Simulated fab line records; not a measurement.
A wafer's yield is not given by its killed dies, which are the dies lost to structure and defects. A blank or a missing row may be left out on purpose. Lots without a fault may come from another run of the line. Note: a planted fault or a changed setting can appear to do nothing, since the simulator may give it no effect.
The tool behind it: which one? / flow sky130 / 11 lots with 32 wafers sampled at 5 steps, on a route of 708 steps

## WHAT THE GAUGES READ, wafer by wafer
SKY_CONTACT_CD_MEAS_14: target cd 170 nm. Usual: cdNm 169.9 nm, standard deviation 1.3.
lot=L219; measured=day 31 23:41; on=cdSem-02; cdNm (nm)=169.0 170.2 168.1; flag=
lot=L220; measured=day 32 09:49; on=cdSem-02; cdNm (nm)=168.4 169.1 168.0; flag=
lot=L222; measured=day 33 05:04; on=cdSem-01; cdNm (nm)=168.8 171.5 171.0; flag=
lot=L223; measured=day 33 06:34; on=cdSem-02; cdNm (nm)=170.2 170.2 169.2; flag=
lot=L225; measured=day 33 19:24; on=cdSem-02; cdNm (nm)=194.4 194.3; flag=OFF
lot=L227; measured=day 34 08:48; on=cdSem-02; cdNm (nm)=190.3 190.5 189.8; flag=OFF
lot=L228; measured=day 34 10:23; on=cdSem-02; cdNm (nm)=189.0 188.4 190.6; flag=OFF
lot=L232; measured=day 35 19:02; on=cdSem-01; cdNm (nm)=167.3 168.6 168.7; flag=
lot=L229; measured=day 35 23:46; on=cdSem-02; cdNm (nm)=183.2 183.9 184.0; flag=OFF
lot=L236; measured=day 37 11:04; on=cdSem-02; cdNm (nm)=169.5 170.4 170.0; flag=
lot=L238; measured=day 37 17:13; on=cdSem-01; cdNm (nm)=167.8 168.9 167.1; flag=

SKY_CONTACT_RS_MEAS_25: a four-point-probe measurement. Usual: CONTACT_W_RS 0.3373 ohm/sq, standard deviation 0.0029.
lot=L219; measured=day 32 00:45; on=filmMetro-04; CONTACT_W_RS (ohm/sq)=0.3401 0.3396 0.3335; flag=
lot=L220; measured=day 32 10:52; on=filmMetro-01; CONTACT_W_RS (ohm/sq)=0.3393 0.3329 0.3426; flag=
lot=L222; measured=day 33 06:09; on=filmMetro-01; CONTACT_W_RS (ohm/sq)=0.3362 0.3358 0.3375; flag=
lot=L223; measured=day 33 07:37; on=filmMetro-03; CONTACT_W_RS (ohm/sq)=0.3363 0.3398 0.3383; flag=
lot=L225; measured=day 33 20:27; on=filmMetro-01; CONTACT_W_RS (ohm/sq)=0.3350 0.3349; flag=
lot=L227; measured=day 34 09:51; on=filmMetro-04; CONTACT_W_RS (ohm/sq)=0.3385 0.3415 0.3363; flag=
lot=L228; measured=day 34 11:26; on=filmMetro-04; CONTACT_W_RS (ohm/sq)=0.3340 0.3359 0.3372; flag=
lot=L232; measured=day 35 20:14; on=filmMetro-03; CONTACT_W_RS (ohm/sq)=0.3357 0.3341 0.3381; flag=
lot=L229; measured=day 36 00:55; on=filmMetro-03; CONTACT_W_RS (ohm/sq)=0.3388 0.3365 0.3349; flag=
lot=L236; measured=day 37 12:14; on=filmMetro-01; CONTACT_W_RS (ohm/sq)=0.3362 0.3369 0.3346; flag=
lot=L238; measured=day 37 18:18; on=filmMetro-03; CONTACT_W_RS (ohm/sq)=0.3399 0.3376 0.3382; flag=

## WHAT TOOL EACH LOT RAN ON (gives the tool, then ch and the chambers of the sampled wafers, and finally the start)
lot=L219; SKY_LI_CONTACT_STRIP_16=plasmaAsher-02 ch 0,1, day 29 14:37; SKY_CONTACT_EXPOSE_11=krfScanner-01 ch 0, day 31 10:37; SKY_CONTACT_ETCH_16=rieDiel-01 ch 0,3, day 31 23:49
lot=L220; SKY_LI_CONTACT_STRIP_16=plasmaAsher-02 ch 0,1, day 30 00:11; SKY_CONTACT_EXPOSE_11=krfScanner-01 ch 0, day 31 20:31; SKY_CONTACT_ETCH_16=rieDiel-04 ch 0,1,2, day 32 09:58
lot=L222; SKY_LI_CONTACT_STRIP_16=plasmaAsher-02 ch 0,1, day 30 20:28; SKY_CONTACT_EXPOSE_11=krfScanner-01 ch 0, day 32 15:37; SKY_CONTACT_ETCH_16=rieDiel-01 ch 0,1,3, day 33 05:13
lot=L223; SKY_LI_CONTACT_STRIP_16=plasmaAsher-02 ch 0,1, day 30 21:38; SKY_CONTACT_EXPOSE_11=krfScanner-02 ch 0, day 32 17:11; SKY_CONTACT_ETCH_16=rieDiel-03 ch 2,3, day 33 06:43
lot=L225; SKY_LI_CONTACT_STRIP_16=plasmaAsher-03 ch 1, day 31 10:59; SKY_CONTACT_EXPOSE_11=krfScanner-01 ch 0, day 33 06:20; SKY_CONTACT_ETCH_16=rieDiel-03 ch 0,1, day 33 19:33
lot=L227; SKY_LI_CONTACT_STRIP_16=plasmaAsher-01 ch 0,1, day 32 01:02; SKY_CONTACT_EXPOSE_11=krfScanner-01 ch 0, day 33 20:26; SKY_CONTACT_ETCH_16=rieDiel-01 ch 0,3, day 34 08:55
lot=L228; SKY_LI_CONTACT_STRIP_16=plasmaAsher-03 ch 0,1, day 32 03:17; SKY_CONTACT_EXPOSE_11=krfScanner-01 ch 0, day 33 21:40; SKY_CONTACT_ETCH_16=rieDiel-03 ch 0,1,3, day 34 10:32
lot=L232; SKY_LI_CONTACT_STRIP_16=plasmaAsher-02 ch 0,1, day 33 12:15; SKY_CONTACT_EXPOSE_11=krfScanner-02 ch 0, day 35 06:01; SKY_CONTACT_ETCH_16=rieDiel-03 ch 0,1, day 35 19:10
lot=L229; SKY_LI_CONTACT_STRIP_16=plasmaAsher-01 ch 0,1, day 33 16:22; SKY_CONTACT_EXPOSE_11=krfScanner-01 ch 0, day 35 11:07; SKY_CONTACT_ETCH_16=rieDiel-04 ch 2,3, day 35 23:55
lot=L236; SKY_LI_CONTACT_STRIP_16=plasmaAsher-03 ch 0,1, day 35 03:51; SKY_CONTACT_EXPOSE_11=krfScanner-02 ch 0, day 36 22:59; SKY_CONTACT_ETCH_16=rieDiel-03 ch 1,2, day 37 11:13
lot=L238; SKY_LI_CONTACT_STRIP_16=plasmaAsher-01 ch 0,1, day 35 11:22; SKY_CONTACT_EXPOSE_11=krfScanner-02 ch 0, day 37 04:52; SKY_CONTACT_ETCH_16=rieDiel-03 ch 1,2, day 37 17:22
- SKY_LI_CONTACT_STRIP_16: strips in O2/N2.
- SKY_CONTACT_EXPOSE_11: exposes mask CTM1, target cd 170 nm.
- SKY_CONTACT_ETCH_16: etches BARC in N2/H2, stops on SiO2, time 45.9 s, target depth 60 nm.

## AS READ BY THE TOOLS THEMSELVES (means over the sampled wafers that have a number; for cases with no such wafer, the mark the record gives instead)
SKY_LI_CONTACT_STRIP_16. Usual: drypumpMotorCurrentA 5.3 A, standard deviation 0.36; oesProductAu 0.376 a.u., standard deviation 0.0046; stripTimeToEndpointS 3.501 s, standard deviation 0.024.
lot=L219; tool=plasmaAsher-02; drypumpMotorCurrentA (A)=5.2; oesProductAu (a.u.)=0.377; stripTimeToEndpointS (s)=3.488; flag=
lot=L220; tool=plasmaAsher-02; drypumpMotorCurrentA (A)=5.2; oesProductAu (a.u.)=0.375; stripTimeToEndpointS (s)=3.478; flag=
lot=L222; tool=plasmaAsher-02; drypumpMotorCurrentA (A)=5.4; oesProductAu (a.u.)=0.375; stripTimeToEndpointS (s)=3.501; flag=
lot=L223; tool=plasmaAsher-02; drypumpMotorCurrentA (A)=5.4; oesProductAu (a.u.)=0.373; stripTimeToEndpointS (s)=3.504; flag=
lot=L225; tool=plasmaAsher-03; drypumpMotorCurrentA (A)=5.3; oesProductAu (a.u.)=0.374; stripTimeToEndpointS (s)=3.482; flag=
lot=L227; tool=plasmaAsher-01; drypumpMotorCurrentA (A)=5.1; oesProductAu (a.u.)=0.379; stripTimeToEndpointS (s)=3.502; flag=
lot=L228; tool=plasmaAsher-03; drypumpMotorCurrentA (A)=5.8; oesProductAu (a.u.)=0.377; stripTimeToEndpointS (s)=3.486; flag=
lot=L232; tool=plasmaAsher-02; drypumpMotorCurrentA (A)=5.4; oesProductAu (a.u.)=0.378; stripTimeToEndpointS (s)=3.522; flag=
lot=L229; tool=plasmaAsher-01; drypumpMotorCurrentA (A)=5.1; oesProductAu (a.u.)=0.377; stripTimeToEndpointS (s)=3.512; flag=
lot=L236; tool=plasmaAsher-03; drypumpMotorCurrentA (A)=5.8; oesProductAu (a.u.)=0.377; stripTimeToEndpointS (s)=3.501; flag=
lot=L238; tool=plasmaAsher-01; drypumpMotorCurrentA (A)=5.0; oesProductAu (a.u.)=0.376; stripTimeToEndpointS (s)=3.520; flag=

SKY_CONTACT_EXPOSE_11. Usual: exposureDoseMJCm2 37.99, standard deviation 0.036.
lot=L219 tool=krfScanner-01 exposureDoseMJCm2=38.04 flag=
lot=L220 tool=krfScanner-01 exposureDoseMJCm2=38.01 flag=
lot=L222 tool=krfScanner-01 exposureDoseMJCm2=38.00 flag=
lot=L223 tool=krfScanner-02 exposureDoseMJCm2=38.06 flag=
lot=L225 tool=krfScanner-01 exposureDoseMJCm2=43.30 flag=OFF
lot=L227 tool=krfScanner-01 exposureDoseMJCm2=42.23 flag=OFF
lot=L228 tool=krfScanner-01 exposureDoseMJCm2=42.27 flag=OFF
lot=L232 tool=krfScanner-02 exposureDoseMJCm2=38.00 flag=
lot=L229 tool=krfScanner-01 exposureDoseMJCm2=40.69 flag=OFF
lot=L236 tool=krfScanner-02 exposureDoseMJCm2=37.93 flag=
lot=L238 tool=krfScanner-02 exposureDoseMJCm2=37.98 flag=

SKY_CONTACT_ETCH_16. Usual: biasW 99.99 W, standard deviation 0.29; drypumpMotorCurrentA 5.8 A, standard deviation 0.51; h2FlowSccm 200.0 sccm, standard deviation 0.61; oesProductAu 0.855 a.u., standard deviation 0.0048; rfFwdPowerW 494.5 W, standard deviation 2.4; throttleValvePct 13.224 %, standard deviation 0.0094.
lot=L219; tool=rieDiel-01; biasW (W)=99.60; drypumpMotorCurrentA (A)=5.5; h2FlowSccm (sccm)=200.7; oesProductAu (a.u.)=0.856; rfFwdPowerW (W)=494.2; throttleValvePct (%)=13.226; flag=
lot=L220; tool=rieDiel-04; biasW (W)=100.33; drypumpMotorCurrentA (A)=5.6; h2FlowSccm (sccm)=200.1; oesProductAu (a.u.)=0.851; rfFwdPowerW (W)=496.3; throttleValvePct (%)=13.227; flag=
lot=L222; tool=rieDiel-01; biasW (W)=99.58; drypumpMotorCurrentA (A)=5.5; h2FlowSccm (sccm)=199.9; oesProductAu (a.u.)=0.846; rfFwdPowerW (W)=493.0; throttleValvePct (%)=13.224; flag=
lot=L223; tool=rieDiel-03; biasW (W)=100.09; drypumpMotorCurrentA (A)=6.2; h2FlowSccm (sccm)=199.6; oesProductAu (a.u.)=0.851; rfFwdPowerW (W)=495.0; throttleValvePct (%)=13.227; flag=
lot=L225; tool=rieDiel-03; biasW (W)=100.03; drypumpMotorCurrentA (A)=5.8; h2FlowSccm (sccm)=200.1; oesProductAu (a.u.)=0.853; rfFwdPowerW (W)=494.0; throttleValvePct (%)=13.218; flag=
lot=L227; tool=rieDiel-01; biasW (W)=100.10; drypumpMotorCurrentA (A)=5.6; h2FlowSccm (sccm)=200.3; oesProductAu (a.u.)=0.858; rfFwdPowerW (W)=494.2; throttleValvePct (%)=13.222; flag=
lot=L228; tool=rieDiel-03; biasW (W)=100.01; drypumpMotorCurrentA (A)=6.0; h2FlowSccm (sccm)=200.1; oesProductAu (a.u.)=0.857; rfFwdPowerW (W)=495.3; throttleValvePct (%)=13.224; flag=
lot=L232; tool=rieDiel-03; biasW (W)=99.98; drypumpMotorCurrentA (A)=5.6; h2FlowSccm (sccm)=200.2; oesProductAu (a.u.)=0.858; rfFwdPowerW (W)=493.4; throttleValvePct (%)=13.227; flag=
lot=L229; tool=rieDiel-04; biasW (W)=99.97; drypumpMotorCurrentA (A)=5.8; h2FlowSccm (sccm)=200.7; oesProductAu (a.u.)=0.854; rfFwdPowerW (W)=494.4; throttleValvePct (%)=13.231; flag=
lot=L236; tool=rieDiel-03; biasW (W)=99.53; drypumpMotorCurrentA (A)=5.4; h2FlowSccm (sccm)=199.9; oesProductAu (a.u.)=0.856; rfFwdPowerW (W)=493.2; throttleValvePct (%)=13.224; flag=
lot=L238; tool=rieDiel-03; biasW (W)=99.85; drypumpMotorCurrentA (A)=5.8; h2FlowSccm (sccm)=200.6; oesProductAu (a.u.)=0.859; rfFwdPowerW (W)=496.8; throttleValvePct (%)=13.207; flag=

## THE ANSWER, worked out from the rows above alone
Rule: a lot is off if the mean of its wafers that have a number lies more than 3 standard deviations from the usual mean. A lot without any number at a reading at which 4 lots or more have one is off too. All remaining lots with rows at the step are treated as sound. Order of review: gauges by route order, followed by the tools' own readings, for which a lot's mean as printed above is used. The first step at which some lot is off is used, and at that step the reading that is off furthest; a lot without a number counts as furthest.
Off at SKY_CONTACT_CD_MEAS_14 (cdNm): L225, L227, L228, L229.
If a tool, at a process step before that reading, ran all the lots that are off and no sound lot after the first of them, it fits. Not tried: the gauges at SKY_CONTACT_CD_MEAS_14; whatever is off there is also off at SKY_CONTACT_EXPOSE_11, on other tools, and gauge error can't account for it. One candidate fits, namely krfScanner-01 at SKY_CONTACT_EXPOSE_11. A fault onset in the window from L222 (day 32 15:37, its last sound lot) to L225 (day 33 06:20, its first lot off) fits.
The tool's own readings at SKY_CONTACT_EXPOSE_11 bear it out: on the lots that are off they differ by more than 5 times the standard deviation of the sound lots' means. exposureDoseMJCm2 reads 42.12 there against 38.00 on the sound lots.

## WHAT HAD BEEN PUT IN BY THE SIMULATOR
Drift in process parameters on krfScanner-01 at SKY_CONTACT_EXPOSE_11, starting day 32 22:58. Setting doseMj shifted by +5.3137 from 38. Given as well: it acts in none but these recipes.
Shown lots that were struck: L225, L227, L228, L229. The rule above reached the same finding.
